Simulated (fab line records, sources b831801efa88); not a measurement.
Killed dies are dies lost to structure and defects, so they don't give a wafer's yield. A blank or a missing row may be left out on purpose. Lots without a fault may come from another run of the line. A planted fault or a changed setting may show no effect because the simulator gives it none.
Problem report in the 8D (eight disciplines) form, filled by code | flow sky130 | the parts of the form that need people (team, actions taken, sign-off) are left out

1. THE PROBLEM
strip_time_to_endpoint_s at SKY_VIA4_STRIP_13 reads a mean of 11.580 s on 5 wafers of 2 lots; wafers without a fault read 12.797 s with a standard deviation of 0.03. That is -41 standard deviations from the usual mean.
The step: strips in O2/N2.
First seen on wafer L289.4, day 45 14:38, on plasma_asher-03. The record holds 35 wafers of 12 lots with a number at this step. Rule for "out", or "out of limits": more than 4 standard deviations from the usual mean. The other wafers with a number count as sound.

2. WHAT IT IS AND WHAT IT IS NOT
question                    | is                               | is not
which readings at this step | strip_time_to_endpoint_s         | drypump_motor_current_A
which lots                  | L289, L290                       | L280, L282, L283, L284, L292, L294, L295, L299, L300, L302
which wafers of those lots  | all that have a number           | -
read on which tools         | plasma_asher-02, plasma_asher-03 | plasma_asher-04
when                        | from day 45 14:38                | up to then (12 sound wafers); but 18 sound wafers of L292, L294, L295, L299, L300, L302 came after

3. SUSPECTS, AND WHAT RULES EACH OUT
Counting: a tool at a process step up to the reading stays a suspect if it ran every lot that is out and no sound lot after the first of them.
- litho_track-02 at SKY_VIA4_COAT_06 (resist thk 1140 nm): kept. It ran every lot that is out, first L289 (day 45 03:23), and no sound lot after that; its last sound lot up to then is L284 (day 43 19:05).
Left after counting: litho_track-02 at SKY_VIA4_COAT_06.

4. THE CAUSE (what the simulator had put in)
Process parameter drift: litho_track-02, from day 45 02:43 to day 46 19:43, at SKY_VIA4_COAT_06. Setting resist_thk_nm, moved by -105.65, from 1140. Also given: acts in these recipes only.
Counting left only this tool.

5. THE CHAIN OF EFFECTS, in route order
Each row: a reading whose mean over the struck wafers that have a number lies more than 3 standard deviations from the usual. Only readings for which the record gives a usual standard deviation are gone through. hours: the time from each lot's start at the first step in this table that gives one to its start at this step, as a median over the lots. sigmas: the change in usual standard deviations.
hours | step              | reading                  | usual    | on struck wafers | change | sigmas
0     | SKY_VIA4_STRIP_13 | strip_time_to_endpoint_s | 12.797 s | 11.580           | -1.217 | -41
The process steps in it:
- SKY_VIA4_STRIP_13: strips in O2/N2.

6. WHAT WOULD HAVE CAUGHT IT SOONER
In this record the first reading out of limits was taken at day 45 14:38, 12 hours after the fault began at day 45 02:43.
All the lots that are out (2) had begun SKY_VIA4_COAT_06 on litho_track-02 by day 45 14:38. A hold on the tool at that time would have spared none of them.
